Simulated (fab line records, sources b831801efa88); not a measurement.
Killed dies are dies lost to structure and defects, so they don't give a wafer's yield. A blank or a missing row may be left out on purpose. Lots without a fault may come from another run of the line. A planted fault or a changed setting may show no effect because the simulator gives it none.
Which tool did it? | flow gf180mcu | 13 lots, 39 wafers sampled, at 4 steps of a route of 602

WHAT THE GAUGES READ, wafer by wafer
The record holds no reading of a measuring or inspecting step that can be judged against a usual standard deviation.

WHICH TOOL RAN EACH LOT (tool, then ch and the chambers of the sampled wafers, then the start)
lot  | GF_MIM_SPUTTER_00            | GF_MIM_SPUTTER_02            | GF_MIM_CVD_05                   | GF_MIM_SPUTTER_09
L298 | pvd_sputter-04, day 25 03:50 | pvd_sputter-04, day 25 03:58 | pecvd-03 ch 0,1,2, day 25 04:04 | pvd_sputter-03, day 25 04:13
L299 | pvd_sputter-01, day 25 09:50 | pvd_sputter-01, day 25 09:58 | pecvd-02 ch 0,2, day 25 10:03   | pvd_sputter-03, day 25 10:13
L302 | pvd_sputter-03, day 26 02:50 | pvd_sputter-03, day 26 02:58 | pecvd-01 ch 0,1,2, day 26 03:04 | pvd_sputter-01, day 26 03:13
L303 | pvd_sputter-03, day 26 22:28 | pvd_sputter-03, day 26 22:36 | pecvd-01 ch 1,2, day 26 22:41   | pvd_sputter-04, day 26 22:51
L304 | pvd_sputter-01, day 27 03:02 | pvd_sputter-01, day 27 03:10 | pecvd-03 ch 0,2, day 27 03:16   | pvd_sputter-03, day 27 03:25
L305 | pvd_sputter-03, day 27 04:31 | pvd_sputter-03, day 27 04:39 | pecvd-01 ch 0,1,2, day 27 04:44 | pvd_sputter-04, day 27 04:54
L307 | pvd_sputter-04, day 28 02:42 | pvd_sputter-04, day 28 02:50 | pecvd-02 ch 1,2, day 28 02:55   | pvd_sputter-01, day 28 03:05
L308 | pvd_sputter-03, day 28 04:13 | pvd_sputter-03, day 28 04:21 | pecvd-03 ch 0,2, day 28 04:26   | pvd_sputter-01, day 28 04:36
L309 | pvd_sputter-03, day 28 18:06 | pvd_sputter-03, day 28 18:14 | pecvd-01 ch 0,2, day 28 18:19   | pvd_sputter-01, day 28 18:29
L310 | pvd_sputter-03, day 28 23:12 | pvd_sputter-03, day 28 23:20 | pecvd-03 ch 0,1,2, day 28 23:25 | pvd_sputter-04, day 28 23:35
L311 | pvd_sputter-03, day 29 03:24 | pvd_sputter-03, day 29 03:32 | pecvd-01 ch 1,2, day 29 03:37   | pvd_sputter-01, day 29 03:47
L312 | pvd_sputter-04, day 29 13:08 | pvd_sputter-04, day 29 13:16 | pecvd-02 ch 1,2, day 29 13:22   | pvd_sputter-01, day 29 13:31
L320 | pvd_sputter-03, day 31 09:16 | pvd_sputter-03, day 31 09:24 | pecvd-01 ch 0,1,2, day 31 09:29 | pvd_sputter-04, day 31 09:39
- GF_MIM_SPUTTER_00: material Ti, target thk 37.5 nm, time 150 s.
- GF_MIM_SPUTTER_02: material AlCu, target thk 450 nm, time 23.9 s.
- GF_MIM_CVD_05: deposits Si3N4, target thk 42 nm, time 29.086 s.
- GF_MIM_SPUTTER_09: material TiN, target thk 35 nm, time 29.2 s.

WHAT THE TOOLS THEMSELVES READ (means of the sampled wafers that have a number; where no wafer has one, the mark that the record gives instead)
GF_MIM_SPUTTER_00.
lot  | tool           | cathode_dc_power_W (W) | chamber_pressure_pa (Pa) | throttle_valve_pct (%)
L298 | pvd_sputter-04 | 3999.8                 | 1.999                    | 30.6
L299 | pvd_sputter-01 | 4000.3                 | 2.005                    | 29.7
L302 | pvd_sputter-03 | 4000.1                 | 2.003                    | 30.2
L303 | pvd_sputter-03 | 4000.0                 | 2.000                    | 29.1
L304 | pvd_sputter-01 | 3999.6                 | 1.997                    | 30.4
L305 | pvd_sputter-03 | 3999.8                 | 1.997                    | 29.5
L307 | pvd_sputter-04 | 3999.5                 | 2.002                    | 30.6
L308 | pvd_sputter-03 | 3999.6                 | 2.001                    | 29.9
L309 | pvd_sputter-03 | 3999.4                 | 2.001                    | 30.6
L310 | pvd_sputter-03 | -                      | -                        | -
L311 | pvd_sputter-03 | -                      | -                        | -
L312 | pvd_sputter-04 | -                      | -                        | -
L320 | pvd_sputter-03 | 3999.4                 | 2.001                    | 29.6

GF_MIM_SPUTTER_02.
lot  | tool           | cathode_dc_power_W (W) | chamber_pressure_pa (Pa) | throttle_valve_pct (%)
L298 | pvd_sputter-04 | 10600                  | 0.4007                   | 30.8
L299 | pvd_sputter-01 | 10600                  | 0.4001                   | 29.7
L302 | pvd_sputter-03 | 10597                  | 0.4006                   | 30.4
L303 | pvd_sputter-03 | 10600                  | 0.4006                   | 29.1
L304 | pvd_sputter-01 | 10601                  | 0.3998                   | 30.4
L305 | pvd_sputter-03 | 10600                  | 0.4003                   | 29.4
L307 | pvd_sputter-04 | 10600                  | 0.4003                   | 30.4
L308 | pvd_sputter-03 | 10601                  | 0.3998                   | 29.8
L309 | pvd_sputter-03 | 10597                  | 0.4002                   | 30.6
L310 | pvd_sputter-03 | 10601                  | 0.4007                   | 29.4
L311 | pvd_sputter-03 | 10600                  | 0.3997                   | 29.5
L312 | pvd_sputter-04 | 10598                  | 0.4001                   | 30.5
L320 | pvd_sputter-03 | 10599                  | 0.4002                   | 29.4

GF_MIM_CVD_05.
lot  | tool     | heater_power_w (W)
L298 | pecvd-03 | 605
L299 | pecvd-02 | 717
L302 | pecvd-01 | 634
L303 | pecvd-01 | 666
L304 | pecvd-03 | 683
L305 | pecvd-01 | 637
L307 | pecvd-02 | 657
L308 | pecvd-03 | 619
L309 | pecvd-01 | 595
L310 | pecvd-03 | 650
L311 | pecvd-01 | 688
L312 | pecvd-02 | 644
L320 | pecvd-01 | 628

GF_MIM_SPUTTER_09.
lot  | tool           | cathode_dc_power_W (W) | chamber_pressure_pa (Pa) | throttle_valve_pct (%)
L298 | pvd_sputter-03 | 6499.3                 | 0.3999                   | 28.8
L299 | pvd_sputter-03 | 6499.3                 | 0.3998                   | 28.0
L302 | pvd_sputter-01 | 6501.2                 | 0.3999                   | 30.6
L303 | pvd_sputter-04 | 6499.9                 | 0.4002                   | 30.3
L304 | pvd_sputter-03 | 6499.9                 | 0.4006                   | 30.4
L305 | pvd_sputter-04 | 6500.0                 | 0.4001                   | 30.2
L307 | pvd_sputter-01 | 6500.7                 | 0.4001                   | 30.9
L308 | pvd_sputter-01 | 6499.7                 | 0.4003                   | 29.5
L309 | pvd_sputter-01 | 6499.9                 | 0.4001                   | 29.9
L310 | pvd_sputter-04 | 6500.3                 | 0.4006                   | 30.6
L311 | pvd_sputter-01 | 6500.9                 | 0.4005                   | 30.3
L312 | pvd_sputter-01 | 6500.3                 | 0.4009                   | 30.3
L320 | pvd_sputter-04 | 6500.9                 | 0.3997                   | 30.7

THE ANSWER, worked out from the rows above alone
Rule: what is usual is taken from the lots themselves. Put in order of their means at a reading, lots are off if they are a third of the lots or fewer, leave a main group of 4 or more, and stand apart from it by a gap of 3 or more times the standard deviation of the main group's means; of several such gaps the widest counts. A main group whose means are all the same, to the digits that the tables above print for the reading, isn't used. A lot without any number at a reading at which 4 lots or more have one is off too. The other lots that the step has rows for count as sound. The gauges are gone through in route order, then the tools' own readings, and for those a lot's mean is taken as printed above. The first step at which some lot is off is used, and at that step the reading that is off furthest; a lot without a number counts as furthest.
Off: L310, L311, L312, at GF_MIM_SPUTTER_00 (cathode_dc_power_W). Without a number there: L310, L311, L312. The main group: mean 3999.8 W, standard deviation 0.29.
A tool fits if, at that step or a process step before it, it ran every lot that is off, and no sound lot after the first of them. None of those tried fits.

WHAT THE SIMULATOR HAD PUT IN
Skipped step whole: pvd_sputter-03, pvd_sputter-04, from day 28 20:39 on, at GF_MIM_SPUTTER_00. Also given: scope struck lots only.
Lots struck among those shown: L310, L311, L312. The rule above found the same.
